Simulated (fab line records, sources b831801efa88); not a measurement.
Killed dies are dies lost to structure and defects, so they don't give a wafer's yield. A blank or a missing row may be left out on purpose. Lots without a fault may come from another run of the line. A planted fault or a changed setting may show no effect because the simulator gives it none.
Problem report in the 8D (eight disciplines) form, filled by code | flow gf180mcu | the parts of the form that need people (team, actions taken, sign-off) are left out

1. THE PROBLEM
cd_nm at GF_M5_CD_MEAS_07 reads a mean of 306.3 nm on 6 wafers of 2 lots; wafers without a fault read 280.3 nm with a standard deviation of 1.1. That is +24 standard deviations from the usual mean.
The step: target cd 280 nm.
First seen on wafer L371.2, day 29 05:35, on cd_sem-01. The record holds 36 wafers of 12 lots with a number at this step. Rule for "out", or "out of limits": more than 4 standard deviations from the usual mean. The other wafers with a number count as sound.

2. WHAT IT IS AND WHAT IT IS NOT
question                    | is                     | is not
which readings at this step | cd_nm                  | -
which lots                  | L371, L373             | L363, L365, L369, L370, L372, L381, L382, L383, L384, L385
which wafers of those lots  | all that have a number | -
read on which gauges        | cd_sem-01, cd_sem-02   | -
when                        | from day 29 05:35      | up to then (12 sound wafers); but 18 sound wafers of L372, L381, L382, L383, L384, L385 came after

3. SUSPECTS, AND WHAT RULES EACH OUT
Counting: a tool at a process step up to the reading stays a suspect if it ran every lot that is out and no sound lot after the first of them.
- the gauge at GF_M5_CD_MEAS_07: ruled out. The wafers that are out were read on 2 gauges (cd_sem-01, cd_sem-02).
- litho_track-01 at GF_M5_PEB_05 (peb time 90 s): ruled out as a lasting fault. Sound lots L385 ran on it after its first lot that is out, L371 (day 29 05:15).
Left after counting: nothing in the record.

4. THE CAUSE (what the simulator had put in)
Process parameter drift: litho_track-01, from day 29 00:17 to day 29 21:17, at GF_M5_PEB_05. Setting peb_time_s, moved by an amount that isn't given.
Counting ruled it out, wrongly: the rule takes a fault to strike every lot that its tool runs from its start on, and this one did not.

5. THE CHAIN OF EFFECTS, in route order
Each row: a reading whose mean over the struck wafers that have a number lies more than 3 standard deviations from the usual. Only readings for which the record gives a usual standard deviation are gone through. hours: the time from each lot's start at the first step in this table that gives one to its start at this step, as a median over the lots. sigmas: the change in usual standard deviations.
hours | step                    | reading              | usual    | on struck wafers | change | sigmas
0     | GF_M5_PEB_05            | heater_power_total_W | 85.70 W  | 112.41           | +26.70 | +99 or more
0     | GF_M5_CD_MEAS_07        | cd_nm                | 280.3 nm | 306.3            | +26.0  | +24
61    | GF_PASSIVATION_PROBE_99 | sort_bin_3_pad_short | 0.46 %   | 1.32             | +0.86  | +3.1
The process steps in it:
- GF_M5_PEB_05: peb time 90 s.
- GF_PASSIVATION_PROBE_99
Later measuring or inspecting steps at which every struck wafer that the step has a row for has a number for every such reading, and none has moved that far: GF_V5_CD_MEAS_14.

6. WHAT WOULD HAVE CAUGHT IT SOONER
In this record the first reading out of limits at a measuring or inspecting step was taken at day 29 05:35, 5 hours after the fault began at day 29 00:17.
The tool's own readings at GF_M5_PEB_05 were out on every struck wafer that the step has a row for (heater_power_total_W): an alarm limit on them would have fired on the first of those.
